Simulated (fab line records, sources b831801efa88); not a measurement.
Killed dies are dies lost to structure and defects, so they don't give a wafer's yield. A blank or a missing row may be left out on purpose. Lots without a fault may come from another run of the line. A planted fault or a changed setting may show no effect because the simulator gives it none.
fab line records | flow sky130
record lots=5 wafers=15 last_day=49
route steps=708 shown METAL3@559 VIA3@573
lots that met no fault: from a run of the same line without faults
start_h: hours from the record's first day to the start of the lot's first wafer shown | wait_h: hours since the lot's step before | " the same as in the row above | L1.1+2: a row that stands for several wafers | - no value, or no start given | * or withheld: withheld | < > ~ a bound
route shown NAME@n: a module of which the file shows steps, and the number in the route of the first | usual: mean/standard deviation of fault-free wafers | same: alike in all rows | chamber/n: place in a boat | sites: the reading at each site | _std_site: their standard deviation | _edge_site: outer sites' mean less inner sites' | radius_mm: how far each site lies from the wafer's centre | mask NAME#n: copy n | behind: the tool/chamber that last shaped the wafer | hold: why the lot was held/for how many hours/how that ended | device: the transistor (n, p or np) that didn't switch | end of line: the same wafers' tests at the end of the route | a step without rows: its recipe alone | killed: dies lost to structure and defects at the first sort, not the wafer's yield | map: a wafer's dies, x killed, . not, _ none there
set.NAME: the setting as run; set.NAME@STEP: as run at that earlier step | model.NAME: the simulator's own value behind a step, which no gauge read
lots at some steps of the route; a table a step, a row a wafer
services: from which hour (start_h, from the record's first day; less than 0 if before it) a tool's chamber was out of use, for how many hours, and why
## steps
# step SKY_METAL3_SOFTBAKE_09
# recipe temp_c=100 time_s=90 resist=KrF-thick
# columns lot.wafer tool chamber start_h wait_h
L075.1+2+5 litho_track-02 0 - -
L079.1+3+5 litho_track-04 0 - -
L085.1+3+5 litho_track-03 0 - -
L089.2+3+5 litho_track-02 0 - -
L092.2+3+5 litho_track-02 0 - -
# step SKY_METAL3_EXPOSE_10
# recipe mask_id=MM3 na=0.68 source_shape=annular sigma_inner=0.4 sigma_outer=0.8 target_cd_nm=300 dose_mj=28
# columns lot.wafer tool chamber start_h wait_h mask
L075.1+2+5 krf_scanner-02 0 - - MM3#0
L079.1+3+5 krf_scanner-02 0 - - MM3#0
L085.1+3+5 krf_scanner-01 0 - - MM3#0
L089.2+3+5 krf_scanner-02 0 - - MM3#0
L092.2+3+5 krf_scanner-02 0 - - MM3#0
# step SKY_METAL3_PEB_11
# recipe peb_temp_c=withheld peb_time_s=withheld resist=KrF-thick
# columns lot.wafer tool chamber start_h wait_h
L075.1+2+5 litho_track-04 0 - -
L079.1+3+5 litho_track-03 0 - -
L085.1+3+5 litho_track-03 0 - -
L089.2+3+5 litho_track-03 0 - -
L092.2+3+5 litho_track-02 0 - -
# step SKY_METAL3_DEVELOP_12
# recipe develop_time_s=60 resist=KrF-thick dev_temp_c=20.01
# columns lot.wafer tool chamber start_h wait_h
L075.1+2+5 litho_track-04 0 - -
L079.1+3+5 litho_track-03 0 - -
L085.1+3+5 litho_track-03 0 - -
L089.2+3+5 litho_track-03 0 - -
L092.2+3+5 litho_track-02 0 - -
# step SKY_METAL3_CD_MEAS_13
# recipe target_cd_nm=300
# usual cd_nm=299.9/1.3
# columns lot.wafer tool chamber start_h wait_h cd_nm
L075.1 cd_sem-01 - 920.45 - 300.7
L075.2 " - " " 301.8
L075.5 " - " " 301.0
L079.1 cd_sem-02 - 944.68 - 299.0
L079.3 " - " " 299.5
L079.5 " - " " 298.2
L085.1 cd_sem-01 - 983.23 - 298.5
L085.3 " - " " 299.7
L085.5 " - " " 299.0
L089.2 cd_sem-02 - 1014.40 - 299.0
L089.3 " - " " 300.4
L089.5 " - " " 299.6
L092.2 cd_sem-02 - 1025.56 - 299.5
L092.3 " - " " 300.3
L092.5 " - " " 298.8
# step SKY_METAL3_OVL_MEAS_14
# usual METAL3_OVL=3/5.8
# columns lot.wafer tool chamber start_h wait_h METAL3_OVL[nm]
L075.1 overlay-01 - 920.57 0.1 5
L075.2 " - " " 2
L075.5 " - " " 8
L079.1 overlay-01 - 944.80 0.1 3
L079.3 " - " " -1
L079.5 " - " " 2
L085.1 overlay-02 - 983.35 0.1 2
L085.3 " - " " 8
L085.5 " - " " 0
L089.2 overlay-01 - 1014.51 0.1 12
L089.3 " - " " 11
L089.5 " - " " 9
L092.2 overlay-02 - 1025.67 0.1 2
L092.3 " - " " 8
L092.5 " - " " 1
# step SKY_METAL3_DESCUM_15
# recipe chemistry=O2 source_power_w=150 bias_power_w=0 pressure_mtorr=10 temp_c=40 time_s=8
# usual drypump_motor_current_A=5.6/0.5 oes_product_au=1.002/0.01
# columns lot.wafer tool chamber start_h wait_h drypump_motor_current_A oes_product_au rf_hours_counter_h
L075.1 rie_metal-04 0 920.61 0.0 5.4 0.993 11
L075.2 " 1 " " 5.7 0.991 13
L075.5 " 1 " " 5.7 1.002 -
L079.1 rie_metal-03 1 944.84 0.0 6.3 0.999 6
L079.3 " 1 " " 6.3 1.009 -
L079.5 " 0 " " 5.8 1.018 -
L085.1 rie_metal-01 0 983.39 0.0 4.9 1.015 18
L085.3 " 0 " " 4.9 1.010 -
L085.5 " 0 " " 4.9 1.016 -
L089.2 rie_metal-01 0 1014.54 0.0 4.9 1.012 20
L089.3 " 1 " " 5.9 1.008 -
L089.5 " 0 " " 4.9 1.014 -
L092.2 rie_metal-04 1 1025.70 0.0 5.7 0.995 19
L092.3 " 1 " " 5.7 0.998 -
L092.5 " 0 " " 5.4 0.985 -
# step SKY_METAL3_ETCH_16
# recipe chemistry=N2/H2 target=BARC ion_energy_ev=200 bias_w=100 pressure_mtorr=30 n2_flow_sccm=100 h2_flow_sccm=200 icp_w=500 stop_on=SiO2 time_s=88.2 target_depth_a=600
# usual bias_w=100.02/0.3 drypump_motor_current_A=5.6/0.5 oes_product_au=0.626/0.0044 throttle_valve_pct=13.205/0.0094
# columns lot.wafer tool chamber start_h wait_h bias_w drypump_motor_current_A oes_product_au rf_hours_counter_h throttle_valve_pct
L075.1 rie_metal-04 0 920.64 0.0 99.97 5.4 0.622 11 13.222
L075.2 " 1 " " 99.66 5.7 0.625 13 13.205
L075.5 " 1 " " 99.74 5.7 0.626 - 13.215
L079.1 rie_metal-03 1 944.87 0.0 99.51 6.3 0.620 6 13.194
L079.3 " 1 " " 100.04 6.3 0.630 - 13.206
L079.5 " 0 " " 99.69 5.7 0.625 - 13.199
L085.1 rie_metal-01 0 983.45 0.1 100.03 4.9 0.627 18 13.199
L085.3 " 0 " " 100.08 4.9 0.635 - 13.195
L085.5 " 0 " " 100.40 4.9 0.631 - 13.200
L089.2 rie_metal-01 0 1014.57 0.0 99.94 4.9 0.632 20 13.197
L089.3 " 1 " " 99.59 6.0 0.625 - 13.195
L089.5 " 0 " " 99.81 4.9 0.631 - 13.206
L092.2 rie_metal-04 1 1025.73 0.0 99.92 5.7 0.625 19 13.211
L092.3 " 1 " " 100.20 5.7 0.626 - 13.210
L092.5 " 0 " " 99.87 5.4 0.623 - 13.219
# step SKY_METAL3_ETCH_17
# recipe target=SiO2 stop_on=TiN chemistry=C4F8/O2/Ar source_w=1527 bias_w=1200 pressure_mtorr=40 c4f8_flow_sccm=withheld O2_flow_sccm=6 Ar_flow_sccm=300 time_s=3.9 target_depth_a=150
# usual bias_w=1200/3.7 oes_product_au=0.752/0.0095
# columns lot.wafer tool chamber start_h wait_h bias_w oes_product_au rf_hours_counter_h
L075.1 rie_diel-02 0 920.74 0.1 1208 0.750 2
L075.2 " 3 " " 1206 0.743 6
L075.5 " 0 " " 1204 0.745 -
L079.1 rie_diel-02 0 944.97 0.1 1206 0.749 3
L079.3 " 2 " " 1201 0.756 17
L079.5 " 3 " " 1200 0.761 -
L085.1 rie_diel-02 2 983.65 0.2 1198 0.748 18
L085.3 " 3 " " 1196 0.763 7
L085.5 " 0 " " 1200 0.757 -
L089.2 rie_diel-01 3 1014.67 0.1 1199 0.748 16
L089.3 " 1 " " 1206 0.755 18
L089.5 " 1 " " 1197 0.771 -
L092.2 rie_diel-03 2 1025.83 0.1 1201 0.755 12
L092.3 " 3 " " 1205 0.753 10
L092.5 " 0 " " 1199 0.761 -
# step SKY_METAL3_METAL_ETCH_18
# recipe target_depth_a=8450 stop_on=SiO2 over_etch_frac=0.3 time_s=183.1 chemistry=Cl2/BCl3 resist_sidewall_deg=88 pressure_mtorr=10 icp_w=900 bias_w=48.5 Cl2_flow_sccm=60 bcl3_flow_sccm=30
# usual bcl3_flow_sccm=29.99/0.095 bias_w=48.49/0.13 drypump_motor_current_A=5.6/0.43 oes_product_au=0.865/0.0075 throttle_valve_pct=22.265/0.0093
# columns lot.wafer tool chamber start_h wait_h bcl3_flow_sccm bias_w drypump_motor_current_A oes_product_au rf_hours_counter_h throttle_valve_pct
L075.1 rie_metal-03 1 920.76 0.0 29.95 48.43 6.3 0.867 4 22.256
L075.2 " 0 " " 29.86 48.32 5.8 0.867 1 22.275
L075.5 " 1 " " 29.91 48.35 6.3 0.873 - 22.257
L079.1 rie_metal-01 0 944.99 0.0 30.00 48.37 4.9 0.854 16 22.258
L079.3 " 1 " " 30.21 48.34 6.0 0.861 - 22.283
L079.5 " 1 " " 30.04 48.43 6.0 0.862 - 22.274
L085.1 rie_metal-04 1 983.67 0.0 30.15 48.43 5.7 0.876 17 22.266
L085.3 " 1 " " 29.99 48.37 5.6 0.876 - 22.269
L085.5 " 1 " " 30.01 48.51 5.7 0.875 - 22.253
L089.2 rie_metal-03 1 1014.69 0.0 29.91 48.51 6.3 0.878 9 22.246
L089.3 " 0 " " 29.86 48.58 5.8 0.866 - 22.265
L089.5 " 0 " " 30.02 48.68 5.8 0.883 - 22.255
L092.2 rie_metal-03 0 1025.85 0.0 29.92 48.47 5.8 0.864 7 22.256
L092.3 " 0 " " 30.07 48.36 5.7 0.859 - 22.282
L092.5 " 0 " " 30.08 48.46 5.7 0.873 - 22.263
# step SKY_METAL3_STRIP_19
# recipe chemistry=O2/N2 power_w=1400 pressure_mtorr=1500 platen_temp_c=withheld o2_flow_sccm=3000 n2_flow_sccm=300 overash_fraction=0.5
# usual drypump_motor_current_A=5.8/0.35 oes_product_au=0.503/0.0057 strip_time_to_endpoint_s=6.55/0.077
# columns lot.wafer tool chamber start_h wait_h drypump_motor_current_A oes_product_au rf_hours_counter_h strip_time_to_endpoint_s
L075.1 plasma_asher-01 1 920.94 0.1 5.9 0.498 49 6.47
L075.2 " 0 " " 6.2 0.498 49 6.51
L075.5 " 0 " " 6.3 0.508 - 6.46
L079.1 plasma_asher-04 1 945.16 0.1 5.2 0.509 18 6.55
L079.3 " 1 " " 5.2 0.499 - 6.44
L079.5 " 0 " " 5.6 0.499 - 6.46
L085.1 plasma_asher-02 1 983.84 0.1 5.7 0.507 121 6.67
L085.3 " 0 " " 6.0 0.505 - 6.63
L085.5 " 1 " " 5.7 0.506 - 6.60
L089.2 plasma_asher-01 1 1014.86 0.1 5.9 0.503 57 6.47
L089.3 " 1 " " 5.9 0.492 - 6.48
L089.5 " 0 " " 6.2 0.507 - 6.54
L092.2 plasma_asher-04 0 1026.02 0.1 5.6 0.504 26 6.58
L092.3 " 1 " " 5.1 0.503 - 6.51
L092.5 " 1 " " 5.2 0.502 - 6.54
# step SKY_METAL3_STRIP_20
# recipe chemistry=post_etch_residue_remover time_s=1200 temp_c=72.5
# columns lot.wafer tool chamber start_h wait_h
L075.1+2+5 wet_bench-04 3 921.04 0.1
L079.1+3+5 wet_bench-03 2 945.26 0.1
L085.1+3+5 wet_bench-04 1 983.94 0.1
L089.2+3+5 wet_bench-03 1 1014.96 0.1
L092.2+3+5 wet_bench-01 2 1026.12 0.1
# step SKY_METAL3_CLEAN_21
# recipe chemistry=IPA time_s=180 temp_c=25
# columns lot.wafer tool chamber start_h wait_h
L075.1+2+5 wet_bench-01 0 921.41 0.0
L079.1+3+5 wet_bench-01 2 945.64 0.0
L085.1+3+5 wet_bench-01 1 984.32 0.0
L089.2+3+5 wet_bench-03 3 1015.31 0.0
L092.2+3+5 wet_bench-03 3 1026.50 0.0
# step SKY_METAL3_CLEAN_22
# recipe chemistry=O3/DIW dry=n2_spin
# columns lot.wafer tool chamber start_h wait_h
L075.1+2+5 wet_bench-03 2 921.47 0.0
L079.1+3+5 wet_bench-04 3 945.70 0.0
L085.1+3+5 wet_bench-04 3 984.38 0.0
L089.2+3+5 wet_bench-01 2 1015.36 0.0
L092.2+3+5 wet_bench-04 3 1026.55 0.0
# step SKY_VIA3_HDPCVD_00
# recipe material=SiO2 target_thk_nm=1635 sigma_open_frac=0.3 time_s=272.5 temp_c=400 sih4_flow_sccm=60 pressure_mtorr=6
# columns lot.wafer tool chamber start_h wait_h
L075.1+2+5 hdpcvd-02 0,1,2 921.57 0.0
L079.1+3+5 hdpcvd-01 1 945.80 0.0
L085.1+3+5 hdpcvd-01 2,0,1 984.48 0.0
L089.2+3+5 hdpcvd-02 0,1,2 1015.46 0.0
L092.2+3+5 hdpcvd-02 0 1026.65 0.0
# step SKY_VIA3_THK_MEAS_01
# recipe reads=SiO2_of_VIA3_HDPCVD_00
# usual VIA3_HDPCVD_THK=1631/19
# columns lot.wafer tool chamber start_h wait_h VIA3_HDPCVD_THK[nm]
L075.1 film_metro-04 - 921.73 0.1 1599
L075.2 " - " " 1633
L075.5 " - " " 1627
L079.1 film_metro-03 - 946.05 0.2 1633
L079.3 " - " " 1628
L079.5 " - " " 1630
L085.1 film_metro-02 - 984.64 0.1 1620
L085.3 " - " " 1610
L085.5 " - " " 1639
L089.2 film_metro-03 - 1015.72 0.2 1614
L089.3 " - " " 1617
L089.5 " - " " 1615
L092.2 film_metro-02 - 1026.91 0.2 1618
L092.3 " - " " 1611
L092.5 " - " " 1615
# step SKY_VIA3_CMP_02
# recipe material=SiO2 down_force_psi=4 platen_rpm=60 pad_velocity_m_s=0.94248
# usual motor_current_A=11.3/0.87
# columns lot.wafer tool chamber start_h wait_h motor_current_A
L075.1 cmp-02 3 921.79 0.1 11.0
L075.2 " 0 " " 12.6
L075.5 " 3 " " 10.7
L079.1 cmp-02 3 946.16 0.1 10.8
L079.3 " 1 " " 12.2
L079.5 " 2 " " 10.0
L085.3 cmp-02 0 984.70 0.0 12.2
L085.1 " 2 " " 9.9
L085.5 " 0 " " 12.9
L089.3 cmp-02 3 1015.77 0.0 10.9
L089.2 " 2 " " 9.7
L089.5 " 0 " " 12.5
L092.3 cmp-01 2 1026.96 0.0 10.7
L092.2 " 3 " " 11.4
L092.5 " 2 " " 10.0
# step SKY_VIA3_BOW_MEAS_03
# recipe mode=bow
# usual VIA3_BOW=80/8.3
# columns lot.wafer tool chamber start_h wait_h VIA3_BOW[um]
L075.1 film_metro-02 - 922.09 0.2 101
L075.2 " - " " 91
L075.5 " - " " 96
L079.1 film_metro-04 - 946.41 0.2 82
L079.3 " - " " 79
L079.5 " - " " 79
L085.1 film_metro-04 - 985.00 0.1 77
L085.3 " - " " 82
L085.5 " - " " 74
L089.2 film_metro-02 - 1016.09 0.1 87
L089.3 " - " " 82
L089.5 " - " " 86
L092.2 film_metro-04 - 1027.28 0.2 70
L092.3 " - " " 67
L092.5 " - " " 74
# step SKY_VIA3_DEHYDRATE_04
# recipe temp_c=200 time_s=60
# columns lot.wafer tool chamber start_h wait_h
L075.1+2+5 litho_track-01 0 934.13 12.0
L079.1+3+5 litho_track-01 0 958.68 12.3
L085.1+3+5 litho_track-03 0 995.93 10.9
L089.2+3+5 litho_track-04 0 1026.68 10.6
L092.2+3+5 litho_track-04 0 1038.38 11.1
# step SKY_VIA3_HMDS_05
# recipe prime_time_s=60 prime_temp_c=120
# columns lot.wafer tool chamber start_h wait_h
L075.1+2+5 litho_track-01 0 934.28 0.1
L079.1+3+5 litho_track-01 0 958.83 0.1
L085.1+3+5 litho_track-03 0 996.08 0.1
L089.2+3+5 litho_track-04 0 1026.83 0.1
L092.2+3+5 litho_track-04 0 1038.53 0.1
# step SKY_VIA3_COAT_06
# recipe resist=BARC temp_c=withheld time_s=withheld spin_rpm=3000 resist_thk_nm=60
# columns lot.wafer tool chamber start_h wait_h
L075.1+2+5 litho_track-01 0 934.43 0.1
L079.1+3+5 litho_track-01 0 958.98 0.1
L085.1+3+5 litho_track-03 0 996.23 0.1
L089.2+3+5 litho_track-04 0 1026.98 0.1
L092.2+3+5 litho_track-04 0 1038.68 0.1
# step SKY_VIA3_COAT_07
# recipe resist=KrF-thick spin_rpm=3000 resist_thk_nm=450
# columns lot.wafer tool chamber start_h wait_h
L075.1+2+5 litho_track-01 0 - -
L079.1+3+5 litho_track-01 0 - -
L085.1+3+5 litho_track-03 0 - -
L089.2+3+5 litho_track-04 0 - -
L092.2+3+5 litho_track-04 0 - -
# step SKY_VIA3_SOFTBAKE_08
# recipe temp_c=100 time_s=90 resist=KrF-thick
# columns lot.wafer tool chamber start_h wait_h
L075.1+2+5 litho_track-01 0 - -
L079.1+3+5 litho_track-01 0 - -
L085.1+3+5 litho_track-03 0 - -
L089.2+3+5 litho_track-04 0 - -
L092.2+3+5 litho_track-04 0 - -
# step SKY_VIA3_EXPOSE_09
# recipe mask_id=VIM3 na=0.8 source_shape=annular sigma_inner=0.55 sigma_outer=0.85 target_cd_nm=200 dose_mj=38
# columns lot.wafer tool chamber start_h wait_h mask
L075.1+2+5 krf_scanner-01 0 - - VIM3#0
L079.1+3+5 krf_scanner-02 0 - - VIM3#0
L085.1+3+5 krf_scanner-01 0 - - VIM3#0
L089.2+3+5 krf_scanner-02 0 - - VIM3#0
L092.2+3+5 krf_scanner-02 0 - - VIM3#0
# step SKY_VIA3_PEB_10
# recipe peb_temp_c=withheld peb_time_s=withheld resist=KrF-thick
# columns lot.wafer tool chamber start_h wait_h
L075.1+2+5 litho_track-04 0 - -
L079.1+3+5 litho_track-04 0 - -
L085.1+3+5 litho_track-03 0 - -
L089.2+3+5 litho_track-01 0 - -
L092.2+3+5 litho_track-01 0 - -
# step SKY_VIA3_DEVELOP_11
# recipe develop_time_s=60 resist=KrF-thick dev_temp_c=21
# columns lot.wafer tool chamber start_h wait_h
L075.1+2+5 litho_track-04 0 - -
L079.1+3+5 litho_track-04 0 - -
L085.1+3+5 litho_track-03 0 - -
L089.2+3+5 litho_track-01 0 - -
L092.2+3+5 litho_track-01 0 - -
# step SKY_VIA3_CD_MEAS_12
# recipe target_cd_nm=200
# usual cd_nm=199.9/1.2
# columns lot.wafer tool chamber start_h wait_h cd_nm
L075.1 cd_sem-01 - 946.00 - 200.0
L075.2 " - " " 200.1
L075.5 " - " " 200.5
L079.1 cd_sem-02 - 970.75 - 199.0
L079.3 " - " " 200.0
L079.5 " - " " 201.3
L085.1 cd_sem-02 - 1008.48 - 200.8
L085.3 " - " " 201.1
L085.5 " - " " 197.9
L089.2 cd_sem-01 - 1039.00 - 200.6
L089.3 " - " " 200.7
L089.5 " - " " 200.3
L092.2 cd_sem-01 - 1049.85 - 202.1
L092.3 " - " " 200.7
L092.5 " - " " 200.8
# step SKY_VIA3_OVL_MEAS_13
# usual VIA3_OVL=-1/5.8
# columns lot.wafer tool chamber start_h wait_h VIA3_OVL[nm]
L075.1 overlay-02 - 946.12 0.1 0
L075.2 " - " " 6
L075.5 " - " " -2
L079.1 overlay-02 - 970.87 0.1 -5
L079.3 " - " " 1
L079.5 " - " " 1
L085.1 overlay-01 - 1008.60 0.1 -7
L085.3 " - " " -1
L085.5 " - " " -11
L089.2 overlay-02 - 1039.11 0.1 11
L089.3 " - " " -1
L089.5 " - " " 5
L092.2 overlay-02 - 1049.96 0.1 5
L092.3 " - " " 2
L092.5 " - " " 0
# step SKY_VIA3_ETCH_14
# recipe chemistry=N2/H2 target=BARC ion_energy_ev=200 source_w=500 bias_w=100 pressure_mtorr=30 n2_flow_sccm=100 h2_flow_sccm=200 stop_on=SiO2 time_s=45.9 target_depth_a=600
# usual bias_w=100.0/0.31 drypump_motor_current_A=5.8/0.4 oes_product_au=0.855/0.0047 throttle_valve_pct=13.225/0.0086
# columns lot.wafer tool chamber start_h wait_h bias_w drypump_motor_current_A oes_product_au rf_hours_counter_h throttle_valve_pct
L075.1 rie_diel-03 1 946.16 0.0 99.7 6.0 0.861 4 13.206
L075.2 " 2 " " 100.3 5.8 0.847 10 13.231
L075.5 " 3 " " 100.4 6.4 0.858 - 13.243
L079.1 rie_diel-04 0 970.91 0.0 100.1 5.7 0.852 24 13.212
L079.3 " 2 " " 100.8 5.1 0.850 20 13.218
L079.5 " 1 " " 99.8 5.4 0.855 - 13.228
L085.1 rie_diel-01 0 1008.64 0.0 100.1 5.5 0.855 6 13.230
L085.3 " 1 " " 100.0 6.1 0.850 17 13.235
L085.5 " 0 " " 100.3 5.5 0.852 - 13.223
L089.2 rie_diel-04 0 1039.14 0.0 99.8 5.7 0.855 27 13.237
L089.3 " 1 " " 100.1 5.4 0.859 12 13.214
L089.5 " 1 " " 100.1 5.4 0.854 - 13.229
L092.2 rie_diel-03 0 1049.99 0.0 100.3 5.2 0.855 27 13.224
L092.3 " 3 " " 99.8 6.4 0.856 10 13.224
L092.5 " 1 " " 99.1 6.0 0.849 - 13.217
# step SKY_VIA3_ETCH_15
# recipe target=SiO2 chemistry=C4F8/O2/Ar target_depth_nm=507 stop_on=TiN mask_material=KrF-thick source_w=1500 bias_w=1200 pressure_mtorr=40 c4f8_flow_sccm=withheld O2_flow_sccm=6 Ar_flow_sccm=300 time_s=78
# usual bias_w=1200/3.9 oes_product_au=0.945/0.005
# columns lot.wafer tool chamber start_h wait_h bias_w oes_product_au rf_hours_counter_h
L075.1 rie_diel-03 1 946.20 0.0 1194 0.943 4
L075.2 " 2 " " 1208 0.944 10
L075.5 " 3 " " 1197 0.947 -
L079.1 rie_diel-04 0 970.95 0.0 1199 0.936 24
L079.3 " 2 " " 1199 0.941 20
L079.5 " 1 " " 1199 0.945 -
L085.1 rie_diel-01 0 1008.68 0.0 1203 0.949 6
L085.3 " 1 " " 1192 0.946 17
L085.5 " 0 " " 1201 0.951 -
L089.2 rie_diel-04 0 1039.18 0.0 1198 0.949 27
L089.3 " 1 " " 1200 0.950 12
L089.5 " 1 " " 1200 0.950 -
L092.2 rie_diel-03 0 1050.03 0.0 1197 0.947 27
L092.3 " 3 " " 1200 0.939 10
L092.5 " 1 " " 1207 0.951 -
# step SKY_VIA3_STRIP_16
# recipe chemistry=O2/N2 power_w=1400 pressure_mtorr=1500 platen_temp_c=withheld o2_flow_sccm=3000 n2_flow_sccm=300 overash_fraction=0.5
# usual drypump_motor_current_A=5.59/0.28 oes_product_au=0.401/0.0049 strip_time_to_endpoint_s=4.13/0.037
# columns lot.wafer tool chamber start_h wait_h drypump_motor_current_A oes_product_au rf_hours_counter_h strip_time_to_endpoint_s
L075.1 plasma_asher-04 0 946.26 0.0 5.54 0.404 18 4.19
L075.2 " 1 " " 5.16 0.393 18 4.15
L075.5 " 1 " " 5.14 0.395 - 4.12
L079.1 plasma_asher-02 0 971.01 0.0 6.04 0.398 120 4.16
L079.3 " 1 " " 5.73 0.401 - 4.16
L079.5 " 1 " " 5.74 0.399 - 4.12
L085.1 plasma_asher-03 1 1008.74 0.0 5.59 0.399 84 4.08
L085.3 " 0 " " 5.51 0.401 - 4.13
L085.5 " 0 " " 5.50 0.403 - 4.07
L089.2 plasma_asher-04 0 1039.24 0.0 5.56 0.399 27 4.17
L089.3 " 1 " " 5.13 0.409 - 4.09
L089.5 " 1 " " 5.09 0.393 - 4.10
L092.2 plasma_asher-04 1 1050.09 0.0 5.16 0.398 28 4.12
L092.3 " 1 " " 5.11 0.396 - 4.15
L092.5 " 1 " " 5.13 0.404 - 4.16
# step SKY_VIA3_STRIP_17
# recipe chemistry=post_etch_residue_remover time_s=1200 temp_c=72.5
# columns lot.wafer tool chamber start_h wait_h
L075.1+2+5 wet_bench-02 3 946.36 0.1
L079.1+3+5 wet_bench-02 3 971.11 0.1
L085.1+3+5 wet_bench-04 2 1008.84 0.1
L089.2+3+5 wet_bench-04 0 1039.34 0.1
L092.2+3+5 wet_bench-04 1 1050.19 0.1
# step SKY_VIA3_CLEAN_18
# recipe chemistry=IPA time_s=180 temp_c=25
# columns lot.wafer tool chamber start_h wait_h
L075.1+2+5 wet_bench-01 1 946.70 0.0
L079.1+3+5 wet_bench-01 1 971.49 0.0
L085.1+3+5 wet_bench-02 0 1009.21 0.0
L089.2+3+5 wet_bench-01 3 1039.71 0.0
L092.2+3+5 wet_bench-01 2 1050.56 0.0
# step SKY_VIA3_CLEAN_19
# recipe chemistry=O3/DIW dry=n2_spin
# columns lot.wafer tool chamber start_h wait_h
L075.1+2+5 wet_bench-02 3 946.76 0.0
L079.1+3+5 wet_bench-04 3 971.55 0.0
L085.1+3+5 wet_bench-01 1 1009.27 0.0
L089.2+3+5 wet_bench-01 2 1039.77 0.0
L092.2+3+5 wet_bench-02 0 1050.62 0.0
# step SKY_VIA3_SPUTTER_20
# recipe material=TiN target_thk_nm=20 chamber_pressure_pa=5 power_w=4000 time_s=80
# usual cathode_dc_power_W=4000.0/0.71 throttle_valve_pct=30.2/1.4
# columns lot.wafer tool chamber start_h wait_h cathode_dc_power_W throttle_valve_pct
L075.1 pvd_sputter-01 - 946.85 0.0 3999.3 31.3
L075.2 " - " " 3999.7 27.6
L075.5 " - " " 4000.0 29.9
L079.1 pvd_sputter-01 - 971.64 0.0 3999.4 31.7
L079.3 " - " " 4001.3 30.0
L079.5 " - " " 4000.3 31.3
L085.1 pvd_sputter-03 - 1009.45 0.0 3998.9 31.3
L085.3 " - " " 3999.9 31.2
L085.5 " - " " 4000.9 31.0
L089.2 pvd_sputter-03 - 1039.86 0.0 4001.4 31.1
L089.3 " - " " 3999.5 31.1
L089.5 " - " " 4000.0 31.0
L092.2 pvd_sputter-02 - 1050.71 0.0 3999.6 29.0
L092.3 " - " " 3999.3 31.2
L092.5 " - " " 4000.3 29.2
# step SKY_VIA3_CVD_21
# recipe material=W target_thk_nm=390 time_s=117.31 temp_c=400 pressure_torr=40
# usual heater_power_w=902/98
# columns lot.wafer tool chamber start_h wait_h heater_power_w
L075.1 cvd_w-01 1 946.92 0.0 761
L075.2 " 0 " " 893
L075.5 " 1 " " 749
L079.1 cvd_w-02 1 971.70 0.0 882
L079.3 " 1 " " 897
L079.5 " 0 " " 1016
L085.1 cvd_w-01 0 1009.52 0.0 920
L085.3 " 0 " " 861
L085.5 " 1 " " 743
L089.2 cvd_w-02 1 1039.92 0.0 936
L089.3 " 1 " " 905
L089.5 " 0 " " 1014
L092.2 cvd_w-02 0 1050.77 0.0 1042
L092.3 " 0 " " 1020
L092.5 " 1 " " 910
# step SKY_VIA3_RS_MEAS_22
# recipe thk_meas_gauge=four-point-probe reads=W_of_VIA3_CVD_21+TiN_of_VIA3_SPUTTER_20
# usual VIA3_W_RS=0.291/0.0047
# columns lot.wafer tool chamber start_h wait_h VIA3_W_RS[ohm/sq]
L075.1 film_metro-04 - 947.04 0.1 0.287
L075.2 " - " " 0.288
L075.5 " - " " 0.283
L079.1 film_metro-03 - 971.82 0.1 0.289
L079.3 " - " " 0.289
L079.5 " - " " 0.296
L085.1 film_metro-02 - 1009.64 0.1 0.293
L085.3 " - " " 0.291
L085.5 " - " " 0.295
L089.2 film_metro-04 - 1040.07 0.1 0.289
L089.3 " - " " 0.286
L089.5 " - " " 0.297
L092.2 film_metro-02 - 1050.92 0.1 0.297
L092.3 " - " " 0.296
L092.5 " - " " 0.284
# step SKY_VIA3_THK_MEAS_23
# recipe thk_meas_gauge=xrf reads=W_of_VIA3_CVD_21
# usual VIA3_W_THK=401/7.4
# columns lot.wafer tool chamber start_h wait_h VIA3_W_THK[nm]
L075.1 film_metro-04 - 947.16 0.1 403
L075.2 " - " " 401
L075.5 " - " " 408
L079.1 film_metro-03 - 971.94 0.1 402
L079.3 " - " " 406
L079.5 " - " " 395
L085.1 film_metro-02 - 1009.76 0.1 398
L085.3 " - " " 401
L085.5 " - " " 394
L089.2 film_metro-04 - 1040.18 0.1 403
L089.3 " - " " 408
L089.5 " - " " 389
L092.2 film_metro-02 - 1051.03 0.1 395
L092.3 " - " " 395
L092.5 " - " " 414
# step SKY_VIA3_CMP_24
# recipe stop_on=SiO2 t_overpolish_s=20 down_force_psi=3.5 platen_rpm=60 target_thk_nm=0 pad_velocity_m_s=0.94248
# usual motor_current_A=10.5/0.7 overpolish_run_s=20.000/0.0082 time_to_endpoint_s=93/5.1
# columns lot.wafer tool chamber start_h wait_h motor_current_A overpolish_run_s time_to_endpoint_s
L075.2 cmp-02 2 947.22 0.0 9.5 20.005 97
L075.1 " 3 " " 9.9 20.004 95
L075.5 " 3 " " 10.3 20.016 100
L079.3 cmp-01 1 972.26 0.3 11.3 20.000 97
L079.1 " 0 " " 11.0 20.004 89
L079.5 " 1 " " 10.8 19.993 91
L085.3 cmp-01 1 1009.87 0.1 10.7 20.001 96
L085.1 " 3 " " 10.5 20.000 91
L085.5 " 0 " " 11.0 20.003 86
L089.3 cmp-01 2 1040.96 0.8 9.6 20.001 87
L089.2 " 1 " " 11.1 19.997 91
L089.5 " 3 " " 10.6 20.007 92
L092.2 cmp-01 1 1051.13 0.1 10.6 20.005 90
L092.3 " 3 " " 10.1 20.007 88
L092.5 " 0 " " 11.0 20.002 90
## services
# columns tool chamber start_h hours kind
cmp-02 - 885.61 5.8 pm
rie_metal-03 - 889.43 4.0 pm
cmp-02 - 897.45 2.5 repair
rie_diel-03 1 897.48 14.5 repair
rie_metal-04 1 898.99 14.8 repair
plasma_asher-04 - 902.35 28.1 pm
cmp-02 - 903.28 4.3 repair
cmp-01 - 912.00 4.0 pm
krf_scanner-02 - 914.70 1.3 pm
cmp-01 - 924.26 0.3 repair
cmp-02 - 924.80 4.7 pm
krf_scanner-02 - 936.37 15.2 repair
cmp-02 - 953.36 2.3 repair
cmp-01 - 957.79 1.6 repair
cmp-01 - 959.43 6.8 repair
cmp-01 - 959.65 2.7 repair
plasma_asher-04 - 966.99 5.2 repair
krf_scanner-02 - 972.97 1.0 pm
cmp-02 - 978.12 1.3 repair
rie_metal-01 - 995.67 4.0 pm
rie_diel-03 1 998.43 5.3 repair
krf_scanner-02 - 1000.44 0.8 pm
wet_bench-01 - 1012.13 1.9 repair
krf_scanner-02 - 1043.85 1.3 repair
## key
fault none
